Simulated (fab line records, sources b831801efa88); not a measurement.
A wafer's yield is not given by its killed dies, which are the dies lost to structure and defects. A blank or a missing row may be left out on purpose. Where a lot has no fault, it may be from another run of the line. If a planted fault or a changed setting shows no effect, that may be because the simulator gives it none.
One fault through the eyes of 2 desks -- flow sfq-line -- each desk has only its own numbers; what lay behind them comes last

== THE TOOL OWNER'S DESK: litho-track-04 ==
The tool's own readings at SFQ_TRILAYER_M3_LITHO_COAT_080 (resist thk 62 nm): means of the sampled wafers that have a number, for each lot that ran on this tool. Marked OUT: a lot whose mean sits more than 4 standard deviations from the usual mean, which makes it out of limits; the brackets give that distance.
Columns: A = spin-speed-rpm at SFQ_TRILAYER_M3_LITHO_COAT_080, usual 3000.0 rpm
lot,first seen here,A
L193,day 22 15:04,3003.1
L194,day 22 16:31,2998.9
L196,day 26 17:08,2999.8
L203,day 29 11:33,4116.4 (+99 or more) OUT
L204,day 29 14:01,4118.9 (+99 or more) OUT
This desk's verdict: out of limits on L203, L204, starting with L203 at day 29 11:33 (spin-speed-rpm at SFQ_TRILAYER_M3_LITHO_COAT_080). L193, L194, L196: within limits.

== METROLOGY DESK ==
Lot by lot, what the gauges showed, no matter which tool ran the lot: averages of those sampled wafers that carry a number. Marked OUT: a lot whose mean sits more than 4 standard deviations from the usual mean, which makes it out of limits; the brackets give that distance.
Columns: A = M6_OVL at SFQ_M6_OVL_MEAS_940, usual 2 nm
lot,first seen here,A
L190,day 63 09:23,8
L191,day 63 16:35,0
L192,day 63 18:58,5
L193,day 63 22:34,7
L194,day 64 02:10,1
L195,day 64 13:43,4
L196,day 72 10:16,-1
L202,day 73 11:28,7
L203,day 73 14:02,-3
L204,day 73 22:16,-5
L205,day 74 03:15,3
L206,day 74 16:08,-2
L209,day 75 11:26,2
L210,day 75 16:14,-2
This desk's finding: nothing out of limits on any of the 14 lots.

== PUT TOGETHER ==
An alarm could have come from the tool owner's desk at day 29 11:33, on L203, L204.
Metrology desk: nothing out of limits seen.
The metrology desk has L203, L204 on record, within its limits.
Every lot named ran SFQ_TRILAYER_M3_LITHO_COAT_080 on litho-track-04.

== WHAT THE SIMULATOR HAD PUT IN ==
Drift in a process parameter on litho-track-04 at SFQ_TRILAYER_M3_LITHO_COAT_080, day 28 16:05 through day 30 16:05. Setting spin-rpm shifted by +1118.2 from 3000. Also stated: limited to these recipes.
Lots struck among those shown: L203, L204.
Time in hours from fault onset to the first out-of-limits reading at each desk: the tool owner's desk, 19.
